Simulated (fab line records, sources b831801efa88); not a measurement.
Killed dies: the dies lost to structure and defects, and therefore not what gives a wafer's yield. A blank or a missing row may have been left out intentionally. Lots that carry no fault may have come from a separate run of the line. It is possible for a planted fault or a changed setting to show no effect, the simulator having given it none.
Code-filled problem report in 8D (eight disciplines) form	flow sky130	the parts of the form that need people (team, actions taken, sign-off) are left out

1. WHAT IS WRONG
At SKY_VIA3_SOFTBAKE_08, plate-temp-C averages 98.47 C over 6 wafers from 2 lots, while fault-free wafers read 100.01 C, standard deviation 0.13. Measured from the usual mean, that is -12 standard deviations.
The step: time 90 s.
First observed at day 43 01:00: wafer L531.1, on litho-track-03. The record holds 36 wafers of 12 lots with a number at this step. Rule for "out", or "out of limits": more than 4 standard deviations from the usual mean. The rest of the wafers with a number are treated as sound.

2. WHAT IT IS; WHAT IT IS NOT
question	is	is not
which readings at this step	plate-temp-C, heater-power-total-W	chill-plate-temp-C, resist-line-temp-C
which lots	L531, L533	L518, L521, L522, L523, L524, L527, L536, L537, L538, L541
which wafers of those lots	all that have a number	-
read on which tools	litho-track-03	litho-track-01, litho-track-02
when	from day 43 01:00	up to then (18 sound wafers); but 12 sound wafers of L536, L537, L538, L541 came after

3. THE SUSPECTS, EACH WITH WHAT RULES IT OUT
Counting: a tool stays on the suspect list if, at a process step up to the reading, it processed all lots that are out and no sound lot following the first of them.
- litho-track-03 at SKY_VIA3_SOFTBAKE_08 (time 90 s): kept. It processed each lot that is out, first L531 at day 43 01:00, and no sound lot thereafter; up to then, the last sound lot it processed was L527 at day 42 03:00. Out on those wafers are its own readings of heater-power-total-W, plate-temp-C.
The count leaves litho-track-03 at SKY_VIA3_SOFTBAKE_08.

4. THE CAUSE (what the simulator had put in)
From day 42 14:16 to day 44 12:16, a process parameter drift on litho-track-03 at SKY_VIA3_SOFTBAKE_08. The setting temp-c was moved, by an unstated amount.
Only this tool survived the counting.

5. THE CHAIN OF EFFECTS, in route order
One row per reading whose mean, taken over the struck wafers that have a number, lies over 3 standard deviations from the usual. Only readings for which the record gives a usual standard deviation are gone through. hours: the time from each lot's start at the first step in this table that gives one to its start at this step, as a median over the lots. sigmas: the change in usual standard deviations.
hours	step	reading	usual	on struck wafers	change	sigmas
0	SKY_VIA3_SOFTBAKE_08	heater-power-total-W	57.35 W	56.09	-1.26	-10
0	SKY_VIA3_SOFTBAKE_08	plate-temp-C	100.01 C	98.47	-1.54	-12
Here are the process steps it includes:
- SKY_VIA3_SOFTBAKE_08: time 90 s.
Later measuring or inspecting steps at which every struck wafer that the step has a row for has a number for every such reading, and none has moved that far: SKY_VIA3_RS_MEAS_22.

6. WHAT WOULD HAVE CAUGHT IT SOONER
In this record no reading fell out of limits until day 43 01:00, 11 hours after the fault had begun at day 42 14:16.
